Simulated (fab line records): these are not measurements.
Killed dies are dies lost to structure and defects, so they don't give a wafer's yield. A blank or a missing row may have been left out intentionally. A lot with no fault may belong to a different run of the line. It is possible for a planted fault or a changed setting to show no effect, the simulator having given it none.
Which tool was responsible? | flow sky130 | 13 lots with 39 wafers sampled at 4 steps, on a route of 708 steps

WHAT THE GAUGES SHOWED, per wafer
SKY_SONOS_ONO_CD_MEAS_13: the cd target is 410 nm. Usual: cd nm at 409.6 nm, with a standard deviation of 2.6.
lot  | measured     | on        | cd nm (nm)        | flag
L974 | day 12 12:05 | cd sem-02 | 412.8 412.1 412.7 |
L975 | day 12 21:23 | cd sem-01 | 406.7 408.7 407.9 |
L976 | day 13 07:19 | cd sem-02 | 412.2 410.4 409.4 |
L977 | day 13 14:53 | cd sem-02 | 406.7 406.8 407.2 |
L978 | day 14 01:22 | cd sem-02 | 410.9 411.5 409.6 |
L979 | day 14 12:05 | cd sem-01 | 409.9 408.0 410.2 |
L980 | day 14 19:32 | cd sem-02 | 407.4 408.1 406.1 |
L981 | day 15 04:29 | cd sem-02 | 409.6 409.7 410.9 |
L985 | day 16 11:29 | cd sem-01 | 416.8 413.8 411.9 |
L986 | day 17 00:12 | cd sem-02 | 417.0 414.7 415.4 |
L994 | day 19 17:17 | cd sem-02 | 410.4 408.9 409.6 |
L996 | day 20 08:39 | cd sem-02 | 407.7 407.7 408.3 |
L997 | day 20 15:55 | cd sem-01 | 410.4 408.9 410.9 |

SKY_METAL1_THK_MEAS_06: measures by xrf. Usual: METAL1_ALCU_THK typically reads 251 nm, with standard deviation 3.1.
lot  | measured     | on            | METAL1_ALCU_THK (nm) | flag
L974 | day 31 10:20 | film metro-02 | 247 246 249          |
L975 | day 31 20:31 | film metro-02 | 248 251 249          |
L976 | day 32 07:26 | film metro-03 | 253 251 250          |
L977 | day 32 16:23 | film metro-03 | 257 254 256          |
L978 | day 33 01:59 | film metro-01 | 251 254 250          |
L979 | day 33 16:55 | film metro-02 | 254 252 250          |
L980 | day 33 19:21 | film metro-01 | 250 251 247          |
L981 | day 34 07:29 | film metro-01 | 253 247 248          |
L994 | day 38 02:32 | film metro-01 | 249 251 247          |
L996 | day 38 18:52 | film metro-02 | 252 252 254          |
L997 | day 39 00:15 | film metro-02 | 253 253 252          |

EACH LOT AND THE TOOL THAT RAN IT (in order: tool; ch and the chambers of the sampled wafers; start)
lot  | SKY_LI_CONTACT_SPUTTER_19    | SKY_CONTACT_CMP_27
L974 | pvd sputter-04, day 28 22:09 | cmp-01 ch 0,1,3, day 31 09:52
L975 | pvd sputter-03, day 29 08:05 | cmp-01 ch 1,2,3, day 31 20:00
L976 | pvd sputter-04, day 29 19:59 | cmp-02 ch 0,2, day 32 06:55
L977 | pvd sputter-01, day 30 04:44 | cmp-01 ch 1,3, day 32 15:49
L978 | pvd sputter-01, day 30 14:22 | cmp-02 ch 1,3, day 33 01:25
L979 | pvd sputter-04, day 31 05:58 | cmp-02 ch 0,1,2, day 33 16:22
L980 | pvd sputter-01, day 31 08:41 | cmp-01 ch 1,3, day 33 18:50
L981 | pvd sputter-04, day 31 20:27 | cmp-02 ch 1,2,3, day 34 06:55
L985 | pvd sputter-01, day 33 03:23 | -
L986 | pvd sputter-01, day 33 07:58 | -
L994 | pvd sputter-04, day 35 18:17 | cmp-01 ch 0,1, day 38 01:58
L996 | pvd sputter-04, day 36 10:38 | cmp-02 ch 0,1,2, day 38 18:18
L997 | pvd sputter-04, day 36 16:54 | cmp-01 ch 0,1,2, day 38 23:41
- SKY_LI_CONTACT_SPUTTER_19: material Ti, target thk 20 nm, time 106.37 s.
- SKY_CONTACT_CMP_27: polishes, stops on SiO2, t overpolish 15 s, target thk 0 nm.

WHAT THE TOOLS THEMSELVES READ (means of the sampled wafers that have a number; where no wafer has one, the mark that the record gives instead)
SKY_LI_CONTACT_SPUTTER_19. Usual: cathode dc power W 2500.1 W, standard deviation 0.49; chamber pressure pa 5.001 Pa, standard deviation 0.0093; throttle valve pct 30.3 %, standard deviation 1.1.
lot  | tool           | cathode dc power W (W) | chamber pressure pa (Pa) | throttle valve pct (%) | flag
L974 | pvd sputter-04 | 2499.9                 | 5.008                    | 31.0                   |
L975 | pvd sputter-03 | 2500.4                 | 5.002                    | 29.8                   |
L976 | pvd sputter-04 | 2499.7                 | 5.007                    | 30.4                   |
L977 | pvd sputter-01 | 2500.3                 | 5.002                    | 30.1                   |
L978 | pvd sputter-01 | 2500.1                 | 4.999                    | 30.4                   |
L979 | pvd sputter-04 | 2500.2                 | 5.006                    | 32.1                   |
L980 | pvd sputter-01 | 2500.0                 | 4.999                    | 30.1                   |
L981 | pvd sputter-04 | 2500.6                 | 5.004                    | 29.9                   |
L985 | pvd sputter-01 | -                      | -                        | -                      | OFF
L986 | pvd sputter-01 | -                      | -                        | -                      | OFF
L994 | pvd sputter-04 | 2499.6                 | 4.998                    | 31.2                   |
L996 | pvd sputter-04 | 2499.5                 | 5.009                    | 30.3                   |
L997 | pvd sputter-04 | 2500.2                 | 5.013                    | 29.2                   |

SKY_CONTACT_CMP_27. Usual: edge zone pressure frac 0.999, standard deviation 0.0044; motor current A 11.4 A, standard deviation 0.93; overpolish run s 14.999 s, standard deviation 0.0092; time to endpoint s 82 s, standard deviation 3.5.
lot  | tool   | edge zone pressure frac | motor current A (A) | overpolish run s (s) | time to endpoint s (s) | flag
L974 | cmp-01 | 0.994                   | 12.2                | 14.992               | 81                     |
L975 | cmp-01 | 1.002                   | 12.3                | 15.000               | 79                     |
L976 | cmp-02 | 0.993                   | 9.8                 | 14.992               | 88                     |
L977 | cmp-01 | 0.997                   | 12.1                | 15.009               | 81                     |
L978 | cmp-02 | 1.000                   | 11.0                | 14.996               | 86                     |
L979 | cmp-02 | 0.997                   | 10.3                | 15.005               | 82                     |
L980 | cmp-01 | 0.994                   | 12.0                | 14.991               | 77                     |
L981 | cmp-02 | 0.999                   | 10.8                | 14.994               | 80                     |
L994 | cmp-01 | 1.003                   | 11.9                | 15.011               | 78                     |
L996 | cmp-02 | 0.999                   | 10.2                | 15.002               | 86                     |
L997 | cmp-01 | 0.998                   | 11.9                | 15.004               | 79                     |

THE ANSWER, worked out from the rows above alone
Rule: take the mean of a lot's wafers that have a number; if it is more than 3 standard deviations from the usual mean, the lot is off. A lot without any number at a reading at which 4 lots or more have one is off too. Any other lot the step has rows for is counted as sound. The gauges are gone through in route order, then the tools' own readings, and for those a lot's mean is taken as printed above. The first step at which some lot is off is used, and at that step the reading that is off furthest; a lot without a number counts as furthest.
Off, at SKY_LI_CONTACT_SPUTTER_19 on cathode dc power W: L985, L986. Without a number there: L985, L986.
A tool fits if, at that step or a process step before it, it ran every lot that is off, and no sound lot after the first of them. One fits: pvd sputter-01 at SKY_LI_CONTACT_SPUTTER_19. Its last sound lot is L980 (day 31 08:41), its first lot that is off L985 (day 33 03:23): a fault that began between those two fits.
Blank at SKY_LI_CONTACT_SPUTTER_19 on the lots that are off, where sound lots have numbers: cathode dc power W, chamber pressure pa, throttle valve pct.

WHAT WAS PUT IN BY THE SIMULATOR
Beginning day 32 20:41, the whole step at SKY_LI_CONTACT_SPUTTER_19 was skipped on pvd sputter-01. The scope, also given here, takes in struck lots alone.
Struck lots among those shown: L985, L986. The rule above reached the same finding.
